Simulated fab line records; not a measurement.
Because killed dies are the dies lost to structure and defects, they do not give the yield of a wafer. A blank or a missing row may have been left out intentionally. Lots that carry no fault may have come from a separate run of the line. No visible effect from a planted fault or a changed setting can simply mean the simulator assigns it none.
The tool behind it: which one? ; flow sky130 ; Sampling: 24 lots, 72 wafers, 6 of 708 route steps

## WHAT THE GAUGES READ, wafer by wafer
SKY_SD_N_RS_MEAS_17: a four-point-probe measurement. Usual: SD_P_RS gives 147.2 ohm/sq (standard deviation 0.44).
lot;measured;on;SD_P_RS (ohm/sq);flag
L074;day 28 04:10;filmMetro-01;147.5 147.5 147.0;
L075;day 28 07:38;filmMetro-02;146.7 146.8 146.6;
L076;day 28 11:49;filmMetro-02;146.3 146.3 147.1;
L078;day 28 14:16;filmMetro-01;147.6 147.9 147.5;
L077;day 29 02:38;filmMetro-01;147.7 147.7 147.8;
L079;day 29 06:34;filmMetro-03;146.5 146.8 146.6;
L080;day 29 16:22;filmMetro-01;147.2 146.9 147.1;
L081;day 30 12:45;filmMetro-01;147.4 148.2 147.6;
L082;day 30 14:14;filmMetro-01;147.1 147.0 147.5;
L083;day 30 17:15;filmMetro-03;147.0 146.7 146.8;
L084;day 31 01:59;filmMetro-03;147.0 146.4 146.0;
L085;day 31 09:07;filmMetro-01;147.9 147.6 147.7;
L086;day 31 15:58;filmMetro-01;147.6 147.3 147.5;
L087;day 32 01:17;filmMetro-02;146.6 147.0 146.8;
L088;day 32 14:35;filmMetro-03;146.8 146.9 147.1;
L089;day 32 20:18;filmMetro-03;147.2 147.0 147.2;
L090;day 33 04:26;filmMetro-03;147.4 147.0 147.2;
L091;day 33 15:21;filmMetro-02;147.2 147.4 147.2;
L092;day 33 16:55;filmMetro-01;147.8 147.5 147.2;
L093;day 34 02:08;filmMetro-01;147.2 147.4 147.4;
L094;day 34 04:41;filmMetro-02;146.6 146.8 147.2;
L095;day 34 16:11;filmMetro-01;147.3 147.6 147.1;
L096;day 34 23:05;filmMetro-03;147.1 147.3 146.9;
L097;day 35 16:07;filmMetro-01;147.2 147.2 147.1;

SKY_LOCAL_INTERCONNECT_CD_MEAS_11: the cd target is 170 nm. Usual: 169.6 nm for cdNm, sd 1.5.
lot;measured;on;cdNm (nm);flag
L074;day 30 14:15;cdSem-02;168.4 168.9 168.3;
L075;day 30 18:01;cdSem-01;168.7 168.7 168.3;
L076;day 30 21:28;cdSem-02;173.6 172.1 171.5;
L078;day 30 23:22;cdSem-02;169.1 170.1 170.1;
L077;day 31 12:42;cdSem-01;168.1 167.5 167.1;
L079;day 31 16:18;cdSem-01;171.8 171.8 171.3;
L080;day 32 01:19;cdSem-01;169.5 168.4 168.7;
L081;day 32 21:52;cdSem-01;167.7 169.5 168.1;
L082;day 32 22:34;cdSem-01;171.5 172.3 171.8;
L083;day 33 01:49;cdSem-02;171.1 170.8 169.1;
L084;day 33 09:33;cdSem-01;168.8 169.5 169.1;
L085;day 33 16:34;cdSem-01;170.7 169.2 169.8;
L086;day 33 23:06;cdSem-02;169.6 170.6 169.7;
L087;day 34 09:03;cdSem-02;173.5 171.8 170.6;
L088;day 34 21:02;cdSem-02;168.0 166.4 167.3;
L089;day 35 02:32;cdSem-02;167.5 169.0 169.9;
L090;day 35 11:05;cdSem-01;168.1 167.4 167.4;
L091;day 35 21:31;cdSem-01;167.6 167.3 167.6;
L092;day 35 22:46;cdSem-02;168.7 170.9 170.6;
L093;day 36 08:37;cdSem-01;167.8 168.4 167.9;
L094;day 36 11:19;cdSem-01;169.0 169.2 169.6;
L095;day 36 22:19;cdSem-01;169.6 169.2 170.6;
L096;day 37 05:20;cdSem-01;172.3 170.5 171.4;
L097;day 37 21:16;cdSem-01;168.6 169.9 169.3;

SKY_CONTACT_THK_MEAS_01. Usual: CONTACT_CVD_00_THK gives 74.7 nm (standard deviation 0.96).
lot;measured;on;CONTACT_CVD_00_THK (nm);flag
L074;day 30 15:10;filmMetro-03;74.1 74.8 75.9;
L075;day 30 18:55;filmMetro-01;74.1 75.5 75.4;
L076;day 30 22:22;filmMetro-04;72.7 72.7 73.9;
L078;day 31 00:23;filmMetro-01;73.7 74.1 74.1;
L077;day 31 13:39;filmMetro-03;72.3 74.2 74.4;
L079;day 31 17:12;filmMetro-04;74.0 73.1 73.7;
L080;day 32 02:16;filmMetro-04;73.8 74.7 75.7;
L081;day 32 22:47;filmMetro-03;74.4 74.8 77.0;
L082;day 32 23:26;filmMetro-03;76.6 74.4 76.5;
L083;day 33 03:19;filmMetro-04;73.9 73.5 74.9;
L084;day 33 10:29;filmMetro-01;74.8 75.3 74.3;
L085;day 33 17:36;filmMetro-01;73.7 74.8 74.9;
L086;day 34 00:08;filmMetro-03;73.5 74.5 75.7;
L087;day 34 09:58;filmMetro-01;72.9 75.0 74.1;
L088;day 34 22:02;filmMetro-03;74.0 74.5 76.2;
L089;day 35 03:26;filmMetro-04;74.2 73.2 74.4;
L090;day 35 12:01;filmMetro-03;77.0 75.6 76.8;
L091;day 35 22:26;filmMetro-04;73.2 74.5 75.7;
L092;day 35 23:42;filmMetro-03;73.6 73.9 74.3;
L093;day 36 09:32;filmMetro-01;75.2 75.8 75.9;
L094;day 36 12:13;filmMetro-03;73.0 74.7 73.8;
L095;day 36 23:17;filmMetro-03;74.3 75.8 76.7;
L096;day 37 06:14;filmMetro-01;74.8 75.0 75.8;
L097;day 37 22:08;filmMetro-04;73.2 75.5 75.1;

SKY_PASSIVATION_THK_MEAS_03. Usual: PASSIVATION_CVD_02_THK gives 541 nm (standard deviation 6.9).
lot;measured;on;PASSIVATION_CVD_02_THK (nm);flag
L074;day 43 23:32;filmMetro-03;535 533 545;
L075;day 44 01:14;filmMetro-01;544 543 549;
L076;day 44 06:11;filmMetro-01;542 534 539;
L078;day 44 06:48;filmMetro-02;533 542 539;
L077;day 44 17:35;filmMetro-03;539 546 551;
L079;day 44 20:14;filmMetro-01;535 545 539;
L080;day 45 03:53;filmMetro-02;547 545 537;
L081;day 45 19:52;filmMetro-02;538 548 551;
L082;day 45 20:38;filmMetro-02;550 546 549;
L083;day 45 21:45;filmMetro-01;539 530 551;
L084;day 46 06:53;filmMetro-02;537 543 543;
L085;day 46 09:52;filmMetro-02;532 534 542;
L086;day 46 16:13;filmMetro-02;535 538 545;
L087;day 47 01:24;filmMetro-02;528 536 544;
L088;day 47 10:13;filmMetro-02;538 542 554;
L089;day 47 11:38;filmMetro-02;527 539 541;
L090;day 48 07:27;filmMetro-03;547 544 544;
L091;day 48 05:47;filmMetro-02;523 533 544;
L092;day 48 07:14;filmMetro-01;544 540 545;
L093;day 48 09:23;filmMetro-01;541 552 548;
L094;day 48 12:38;filmMetro-02;533 531 537;
L095;day 48 21:14;filmMetro-03;533 546 542;
L096;day 49 02:38;filmMetro-01;535 542 545;
L097;day 49 14:23;filmMetro-03;524 538 538;

## EACH LOT AND THE TOOL THAT RAN IT (in order: tool; ch and the chambers of the sampled wafers; start)
lot;SKY_VIA1_ETCH_15;SKY_METAL2_SPUTTER_04
L074;rieDiel-04 ch 0,1, day 34 02:57;pvdSputter-04, day 34 04:19
L075;rieDiel-04 ch 1,2,3, day 34 07:43;pvdSputter-01, day 34 09:04
L076;rieDiel-04 ch 2,3, day 34 11:00;pvdSputter-02, day 34 12:22
L078;rieDiel-04 ch 0,2, day 34 12:37;pvdSputter-01, day 34 13:58
L077;rieDiel-03 ch 0,2, day 35 00:31;pvdSputter-02, day 35 01:52
L079;rieDiel-03 ch 0,2,3, day 35 05:04;pvdSputter-01, day 35 06:26
L080;rieDiel-02 ch 0,2, day 35 13:37;pvdSputter-02, day 35 14:58
L081;rieDiel-04 ch 1,2,3, day 36 09:22;pvdSputter-02, day 36 10:43
L082;rieDiel-02 ch 1,2,3, day 36 10:00;pvdSputter-04, day 36 11:22
L083;rieDiel-03 ch 0,2,3, day 36 13:16;pvdSputter-01, day 36 14:37
L084;rieDiel-03 ch 1,2, day 36 20:25;pvdSputter-02, day 36 21:50
L085;rieDiel-02 ch 0,2,3, day 37 03:55;pvdSputter-01, day 37 05:33
L086;rieDiel-03 ch 0,3, day 37 08:58;pvdSputter-01, day 37 10:19
L087;rieDiel-04 ch 0,2,3, day 37 20:37;pvdSputter-02, day 37 21:59
L088;rieDiel-02 ch 0,1,3, day 38 06:52;pvdSputter-01, day 38 08:35
L089;rieDiel-04 ch 0,1, day 38 11:49;pvdSputter-01, day 38 13:11
L090;rieDiel-02 ch 0,1,3, day 38 21:25;pvdSputter-02, day 38 23:01
L091;rieDiel-03 ch 0,2,3, day 39 08:28;pvdSputter-02, day 39 09:55
L092;rieDiel-02 ch 0,1,3, day 39 08:49;pvdSputter-02, day 39 10:12
L093;rieDiel-04 ch 2,3, day 39 16:36;pvdSputter-01, day 39 17:58
L094;rieDiel-03 ch 0,1,2, day 39 19:33;pvdSputter-01, day 39 20:58
L095;rieDiel-04 ch 2,3, day 40 05:30;pvdSputter-02, day 40 06:54
L096;rieDiel-04 ch 0,2, day 40 12:10;pvdSputter-02, day 40 13:32
L097;rieDiel-03 ch 1,2,3, day 41 03:34;pvdSputter-01, day 41 04:56
- SKY_VIA1_ETCH_15: etches SiO2 in C4F8/O2/Ar, stops on TiN, target depth 351 nm, time 54 s.
- SKY_METAL2_SPUTTER_04: material TiN, target thk 70 nm, time 58.3 s.

## WHAT THE TOOLS THEMSELVES READ (means of the sampled wafers that have a number; where no wafer has one, the mark that the record gives instead)
SKY_VIA1_ETCH_15. Usual: 0.982 a.u. for oesProductAu, sd 0.0058.
lot;tool;oesProductAu (a.u.);flag
L074;rieDiel-04;0.985;
L075;rieDiel-04;0.982;
L076;rieDiel-04;0.973;
L078;rieDiel-04;0.977;
L077;rieDiel-03;0.987;
L079;rieDiel-03;0.981;
L080;rieDiel-02;0.982;
L081;rieDiel-04;0.985;
L082;rieDiel-02;0.984;
L083;rieDiel-03;0.983;
L084;rieDiel-03;0.985;
L085;rieDiel-02;0.982;
L086;rieDiel-03;0.986;
L087;rieDiel-04;0.985;
L088;rieDiel-02;0.983;
L089;rieDiel-04;0.979;
L090;rieDiel-02;0.983;
L091;rieDiel-03;0.981;
L092;rieDiel-02;0.982;
L093;rieDiel-04;0.978;
L094;rieDiel-03;0.989;
L095;rieDiel-04;0.972;
L096;rieDiel-04;0.978;
L097;rieDiel-03;0.980;

SKY_METAL2_SPUTTER_04. Usual: cathodeDcPowerW 6499.9 W, standard deviation 1.1; throttleValvePct 30.4 %, standard deviation 1.5.
lot;tool;cathodeDcPowerW (W);throttleValvePct (%);flag
L074;pvdSputter-04;6500.2;30.3;
L075;pvdSputter-01;6500.5;31.4;
L076;pvdSputter-02;6499.2;29.1;
L078;pvdSputter-01;6499.5;31.7;
L077;pvdSputter-02;6500.2;30.3;
L079;pvdSputter-01;6500.6;30.5;
L080;pvdSputter-02;6500.0;31.2;
L081;pvdSputter-02;6499.7;29.0;
L082;pvdSputter-04;6499.3;30.0;
L083;pvdSputter-01;6498.9;30.6;
L084;pvdSputter-02;6499.6;28.8;
L085;pvdSputter-01;6500.9;30.5;
L086;pvdSputter-01;6499.4;30.7;
L087;pvdSputter-02;6501.0;28.8;
L088;pvdSputter-01;6500.5;31.2;
L089;pvdSputter-01;6499.8;30.6;
L090;pvdSputter-02;6499.8;29.8;
L091;pvdSputter-02;6499.7;31.5;
L092;pvdSputter-02;6500.4;29.3;
L093;pvdSputter-01;6499.1;31.7;
L094;pvdSputter-01;6499.5;31.5;
L095;pvdSputter-02;6500.0;30.1;
L096;pvdSputter-02;6500.5;30.3;
L097;pvdSputter-01;6499.9;31.6;

## THE ANSWER, worked out from the rows above alone
Rule: lot off if the mean of its wafers having a number is beyond 3 standard deviations from the usual mean. Also off: a lot with no number at a reading for which 4 or more lots have one. The other lots that the step has rows for count as sound. First the gauges in route order, then the tools' own readings, where a lot's mean is used as printed above. The first step at which some lot is off is used, and at that step the reading that is off furthest; a lot without a number counts as furthest.
No lot is off at any reading shown: from this, nothing can be told.

## WHAT THE SIMULATOR HAD PUT IN
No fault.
